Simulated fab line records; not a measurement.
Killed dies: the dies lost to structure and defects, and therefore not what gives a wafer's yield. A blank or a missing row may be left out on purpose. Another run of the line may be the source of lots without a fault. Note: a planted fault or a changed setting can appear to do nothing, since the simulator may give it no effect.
Which tool did it? ; flow sky130 ; Sampling: 24 lots, 72 wafers, 6 of 708 route steps

WHAT EACH GAUGE READ, for each wafer
No reading from a measuring or inspecting step in the record can be judged against a usual standard deviation.

WHAT TOOL EACH LOT RAN ON (gives the tool, then ch and the chambers of the sampled wafers, and finally the start)
lot;SKY_CONTACT_CVD_00;SKY_CONTACT_CVD_24;SKY_METAL2_SPUTTER_00;SKY_METAL3_STRIP_19;SKY_VIA3_STRIP_16;SKY_METAL4_SPUTTER_02
L074;pecvd-03 ch 0,1,2, day 28 04:19;cvd w-01 ch 0,1, day 29 09:34;pvd sputter-02, day 32 00:07;plasma asher-03 ch 0,1, day 36 14:10;plasma asher-01 ch 0,1, day 37 18:28;pvd sputter-01, day 37 19:46
L075;pecvd-01 ch 0,1,2, day 28 05:41;cvd w-01 ch 0,1, day 29 11:31;pvd sputter-02, day 32 00:47;plasma asher-01 ch 0,1, day 36 15:31;plasma asher-02 ch 0,1, day 37 19:28;pvd sputter-02, day 37 20:49
L076;pecvd-03 ch 1,2, day 28 06:43;cvd w-02 ch 0,1, day 29 12:17;pvd sputter-04, day 32 03:08;plasma asher-01 ch 0,1, day 36 16:46;plasma asher-04 ch 1, day 37 20:37;pvd sputter-02, day 37 21:58
L077;pecvd-02 ch 0,2, day 28 07:53;cvd w-02 ch 0,1, day 29 13:50;pvd sputter-02, day 32 03:47;plasma asher-01 ch 0,1, day 36 18:01;plasma asher-01 ch 0,1, day 37 22:23;pvd sputter-01, day 37 23:42
L078;pecvd-02 ch 0,1,2, day 28 22:22;cvd w-01 ch 0, day 30 03:51;pvd sputter-03, day 32 16:49;plasma asher-02 ch 0, day 37 05:22;plasma asher-01 ch 0,1, day 38 09:23;pvd sputter-01, day 38 10:42
L080;pecvd-01 ch 0,1, day 29 06:49;cvd w-01 ch 0,1, day 30 13:22;pvd sputter-02, day 33 01:02;plasma asher-01 ch 0,1, day 37 15:24;plasma asher-02 ch 0,1, day 38 18:55;pvd sputter-01, day 38 20:13
L079;pecvd-02 ch 1,2, day 29 09:22;cvd w-02 ch 0,1, day 30 15:20;pvd sputter-03, day 33 03:07;plasma asher-02 ch 0,1, day 37 17:24;plasma asher-01 ch 0,1, day 38 20:58;pvd sputter-03, day 38 22:20
L081;pecvd-01 ch 0,2, day 29 22:16;cvd w-02 ch 0,1, day 31 04:59;pvd sputter-03, day 33 15:15;plasma asher-02 ch 0,1, day 38 06:45;plasma asher-02 ch 0,1, day 39 10:28;pvd sputter-02, day 39 11:46
L082;pecvd-03 ch 1, day 30 07:38;cvd w-02 ch 0,1, day 31 15:11;pvd sputter-03, day 33 23:32;plasma asher-02 ch 0,1, day 38 15:34;plasma asher-04 ch 0,1, day 39 19:13;pvd sputter-03, day 39 20:34
L084;pecvd-02 ch 1,2, day 30 10:04;cvd w-02 ch 0,1, day 31 17:18;pvd sputter-03, day 34 03:02;plasma asher-02 ch 0,1, day 38 16:35;plasma asher-01 ch 0,1, day 39 19:34;pvd sputter-01, day 39 20:55
L083;pecvd-01 ch 0,1,2, day 30 11:11;cvd w-01 ch 0, day 31 17:56;pvd sputter-02, day 34 04:10;plasma asher-03 ch 0,1, day 38 18:20;plasma asher-02 ch 0,1, day 39 21:25;pvd sputter-02, day 39 22:45
L085;pecvd-03 ch 1,2, day 30 19:46;cvd w-01 ch 0,1, day 32 02:12;pvd sputter-02, day 34 09:23;plasma asher-02 ch 0,1, day 39 00:09;plasma asher-01 ch 0,1, day 40 03:34;pvd sputter-02, day 40 05:22
L086;pecvd-02 ch 0,1, day 31 04:13;cvd w-02 ch 0,1, day 32 10:42;pvd sputter-02, day 34 18:55;plasma asher-02 ch 0,1, day 39 09:46;plasma asher-01 ch 0,1, day 40 11:58;pvd sputter-01, day 40 13:42
L087;pecvd-01 ch 0,2, day 31 11:29;cvd w-01 ch 0,1, day 32 18:00;pvd sputter-02, day 35 03:14;plasma asher-01 ch 0,1, day 39 17:58;plasma asher-01 ch 0,1, day 40 20:30;pvd sputter-01, day 40 21:52
L088;pecvd-03 ch 0,2, day 31 14:25;cvd w-01 ch 0,1, day 32 20:04;pvd sputter-03, day 35 04:55;plasma asher-01 ch 0,1, day 39 20:48;plasma asher-04 ch 0,1, day 40 23:28;pvd sputter-03, day 41 00:55
L089;pecvd-02 ch 1,2, day 32 01:39;cvd w-02 ch 0,1, day 33 05:36;pvd sputter-02, day 35 15:01;plasma asher-02 ch 0,1, day 40 04:09;plasma asher-01 ch 0,1, day 41 06:15;pvd sputter-01, day 41 07:54
L090;pecvd-01 ch 0,1, day 32 15:33;cvd w-02 ch 0,1, day 33 18:20;pvd sputter-04, day 36 03:10;plasma asher-02 ch 0,1, day 40 16:01;plasma asher-01 ch 0,1, day 41 19:07;pvd sputter-01, day 41 20:28
L091;pecvd-02 ch 1,2, day 32 20:51;cvd w-02 ch 1, day 34 00:09;pvd sputter-02, day 36 10:12;plasma asher-03 ch 0,1, day 40 23:34;plasma asher-01 ch 0,1, day 42 02:16;pvd sputter-02, day 42 03:34
L094;pecvd-01 ch 0,1,2, day 40 15:17;cvd w-02 ch 0,1, day 41 17:45;pvd sputter-02, day 43 21:08;plasma asher-03 ch 0,1, day 47 07:52;plasma asher-02 ch 0,1, day 48 03:04;pvd sputter-03, day 48 04:25
L092;pecvd-01 ch 1,2, day 40 19:19;cvd w-01 ch 0, day 41 21:50;pvd sputter-02, day 44 01:01;plasma asher-03 ch 1, day 47 10:39;plasma asher-04 ch 0,1, day 48 05:46;pvd sputter-01, day 48 07:23
L093;pecvd-02 ch 0,2, day 40 21:16;cvd w-02 ch 0,1, day 42 00:33;pvd sputter-03, day 44 02:33;plasma asher-03 ch 0,1, day 47 11:13;plasma asher-01 ch 0,1, day 48 06:07;pvd sputter-01, day 48 07:59
L095;pecvd-02 ch 1,2, day 40 21:59;cvd w-02 ch 0,1, day 42 01:39;pvd sputter-03, day 44 03:40;plasma asher-02 ch 0,1, day 47 12:51;plasma asher-02 ch 0,1, day 48 07:46;pvd sputter-03, day 48 09:13
L096;pecvd-03 ch 0,1, day 40 22:52;cvd w-02 ch 0, day 42 02:00;pvd sputter-02, day 44 04:30;plasma asher-01 ch 0,1, day 47 13:22;plasma asher-01 ch 0, day 48 08:18;pvd sputter-01, day 48 09:38
L097;pecvd-01 ch 0,2, day 41 00:54;cvd w-02 ch 0,1, day 42 03:49;pvd sputter-03, day 44 05:01;plasma asher-01 ch 0,1, day 47 14:39;plasma asher-02 ch 1, day 48 09:13;pvd sputter-01, day 48 10:37
- SKY_CONTACT_CVD_00: deposits Si3N4, target thk 75 nm.
- SKY_CONTACT_CVD_24: deposits W, target thk 340 nm, time 102.12 s.
- SKY_METAL2_SPUTTER_00: material Ti, target thk 15 nm, time 10 s.
- SKY_METAL3_STRIP_19: strips in O2/N2.
- SKY_VIA3_STRIP_16: strips in O2/N2.
- SKY_METAL4_SPUTTER_02: material AlCu, target thk 735 nm, time 39.1 s.

AS READ BY THE TOOLS THEMSELVES (means over the sampled wafers that have a number; for cases with no such wafer, the mark the record gives instead)
SKY_CONTACT_CVD_00.
lot;tool;heater power w (W);susceptor temp C (C)
L074;pecvd-03;724;400.13
L075;pecvd-01;677;399.83
L076;pecvd-03;736;400.03
L077;pecvd-02;652;400.00
L078;pecvd-02;719;400.10
L080;pecvd-01;643;399.77
L079;pecvd-02;709;400.07
L081;pecvd-01;673;400.03
L082;pecvd-03;640;399.99
L084;pecvd-02;746;399.97
L083;pecvd-01;631;399.90
L085;pecvd-03;776;400.02
L086;pecvd-02;709;399.93
L087;pecvd-01;657;400.06
L088;pecvd-03;802;400.33
L089;pecvd-02;705;399.79
L090;pecvd-01;689;400.01
L091;pecvd-02;696;400.19
L094;pecvd-01;675;399.89
L092;pecvd-01;665;399.84
L093;pecvd-02;640;400.14
L095;pecvd-02;734;400.06
L096;pecvd-03;680;400.32
L097;pecvd-01;631;399.78

SKY_CONTACT_CVD_24.
lot;tool;chamber pressure Torr (Torr);heater power w (W);susceptor temp C (C)
L074;cvd w-01;40.07;823;400.17
L075;cvd w-01;40.02;848;399.98
L076;cvd w-02;40.03;848;400.08
L077;cvd w-02;40.11;839;400.08
L078;cvd w-01;39.95;779;400.13
L080;cvd w-01;40.04;842;400.12
L079;cvd w-02;39.95;810;400.00
L081;cvd w-02;40.03;840;399.82
L082;cvd w-02;39.99;807;399.69
L084;cvd w-02;39.94;823;400.00
L083;cvd w-01;40.01;788;399.69
L085;cvd w-01;39.89;841;400.09
L086;cvd w-02;40.01;840;400.14
L087;cvd w-01;39.97;837;399.97
L088;cvd w-01;40.06;815;400.25
L089;cvd w-02;40.04;855;399.90
L090;cvd w-02;40.00;821;400.21
L091;cvd w-02;39.96;873;400.25
L094;cvd w-02;40.05;851;399.80
L092;cvd w-01;40.14;721;399.88
L093;cvd w-02;39.92;831;399.94
L095;cvd w-02;40.06;819;399.87
L096;cvd w-02;40.12;806;400.07
L097;cvd w-02;39.96;838;400.05

SKY_METAL2_SPUTTER_00.
lot;tool;throttle valve pct (%)
L074;pvd sputter-02;29.4
L075;pvd sputter-02;29.8
L076;pvd sputter-04;29.5
L077;pvd sputter-02;29.4
L078;pvd sputter-03;29.2
L080;pvd sputter-02;29.6
L079;pvd sputter-03;29.4
L081;pvd sputter-03;28.8
L082;pvd sputter-03;29.2
L084;pvd sputter-03;29.1
L083;pvd sputter-02;29.6
L085;pvd sputter-02;29.9
L086;pvd sputter-02;29.8
L087;pvd sputter-02;29.8
L088;pvd sputter-03;29.4
L089;pvd sputter-02;29.8
L090;pvd sputter-04;29.8
L091;pvd sputter-02;29.3
L094;pvd sputter-02;29.6
L092;pvd sputter-02;29.4
L093;pvd sputter-03;29.3
L095;pvd sputter-03;29.4
L096;pvd sputter-02;29.5
L097;pvd sputter-03;28.5

SKY_METAL3_STRIP_19.
lot;tool;drypump motor current A (A);oes product au (a.u.);strip time to endpoint s (s)
L074;plasma asher-03;5.93;0.500;6.51
L075;plasma asher-01;5.51;0.501;6.52
L076;plasma asher-01;5.80;0.494;6.45
L077;plasma asher-01;5.52;0.516;6.65
L078;plasma asher-02;5.95;0.504;6.64
L080;plasma asher-01;5.48;0.496;6.40
L079;plasma asher-02;5.96;0.503;6.62
L081;plasma asher-02;5.98;0.507;6.60
L082;plasma asher-02;5.97;0.503;6.57
L084;plasma asher-02;5.97;0.503;6.53
L083;plasma asher-03;5.95;0.502;6.53
L085;plasma asher-02;5.99;0.499;6.46
L086;plasma asher-02;5.97;0.497;6.44
L087;plasma asher-01;5.51;0.500;6.53
L088;plasma asher-01;5.75;0.507;6.73
L089;plasma asher-02;5.98;0.503;6.55
L090;plasma asher-02;5.98;0.510;6.62
L091;plasma asher-03;5.94;0.498;6.46
L094;plasma asher-03;6.04;0.500;6.54
L092;plasma asher-03;6.14;0.491;6.41
L093;plasma asher-03;5.95;0.506;6.63
L095;plasma asher-02;5.99;0.506;6.57
L096;plasma asher-01;5.52;0.494;6.39
L097;plasma asher-01;5.76;0.506;6.55

SKY_VIA3_STRIP_16.
lot;tool;drypump motor current A (A);oes product au (a.u.);strip time to endpoint s (s)
L074;plasma asher-01;5.5;0.400;4.170
L075;plasma asher-02;6.0;0.406;4.122
L076;plasma asher-04;5.9;0.404;4.122
L077;plasma asher-01;5.5;0.400;4.127
L078;plasma asher-01;5.8;0.400;4.160
L080;plasma asher-02;6.0;0.400;4.108
L079;plasma asher-01;5.5;0.402;4.189
L081;plasma asher-02;6.0;0.400;4.149
L082;plasma asher-04;5.7;0.406;4.162
L084;plasma asher-01;5.5;0.399;4.118
L083;plasma asher-02;6.0;0.403;4.151
L085;plasma asher-01;5.7;0.401;4.089
L086;plasma asher-01;5.8;0.402;4.168
L087;plasma asher-01;5.5;0.400;4.112
L088;plasma asher-04;5.8;0.404;4.134
L089;plasma asher-01;5.7;0.401;4.178
L090;plasma asher-01;5.5;0.401;4.163
L091;plasma asher-01;5.5;0.405;4.120
L094;plasma asher-02;6.0;0.402;4.159
L092;plasma asher-04;5.7;0.402;4.168
L093;plasma asher-01;5.8;0.401;4.128
L095;plasma asher-02;6.0;0.405;4.183
L096;plasma asher-01;5.2;0.399;4.155
L097;plasma asher-02;6.0;0.398;4.144

SKY_METAL4_SPUTTER_02.
lot;tool;throttle valve pct (%)
L074;pvd sputter-01;30.0
L075;pvd sputter-02;30.0
L076;pvd sputter-02;29.3
L077;pvd sputter-01;29.5
L078;pvd sputter-01;29.7
L080;pvd sputter-01;29.3
L079;pvd sputter-03;29.4
L081;pvd sputter-02;29.8
L082;pvd sputter-03;29.1
L084;pvd sputter-01;29.9
L083;pvd sputter-02;29.7
L085;pvd sputter-02;29.6
L086;pvd sputter-01;29.4
L087;pvd sputter-01;30.2
L088;pvd sputter-03;29.0
L089;pvd sputter-01;29.4
L090;pvd sputter-01;30.5
L091;pvd sputter-02;29.9
L094;pvd sputter-03;29.5
L092;pvd sputter-01;31.3
L093;pvd sputter-01;29.7
L095;pvd sputter-03;29.3
L096;pvd sputter-01;30.2
L097;pvd sputter-01;31.1

THE ANSWER, worked out from the rows above alone
Rule: what is usual is taken from the lots themselves. Put in order of their means at a reading, lots are off if they are a third of the lots or fewer, leave a main group of 4 or more, and stand apart from it by a gap of 3 or more times the standard deviation of the main group's means; of several such gaps the widest counts. Not used: any main group whose means are identical at the precision the tables above print for the reading. A lot without any number at a reading at which 4 lots or more have one is off too. Where the step has rows for the other lots, those lots are counted as sound. Order of review: gauges by route order, followed by the tools' own readings, for which a lot's mean as printed above is used. At the first step where some lot is off, the reading lying furthest off is the one used; lots without a number count as furthest.
No lot is off on any of the readings shown, so nothing can be concluded from this.

WHAT WAS PUT IN BY THE SIMULATOR
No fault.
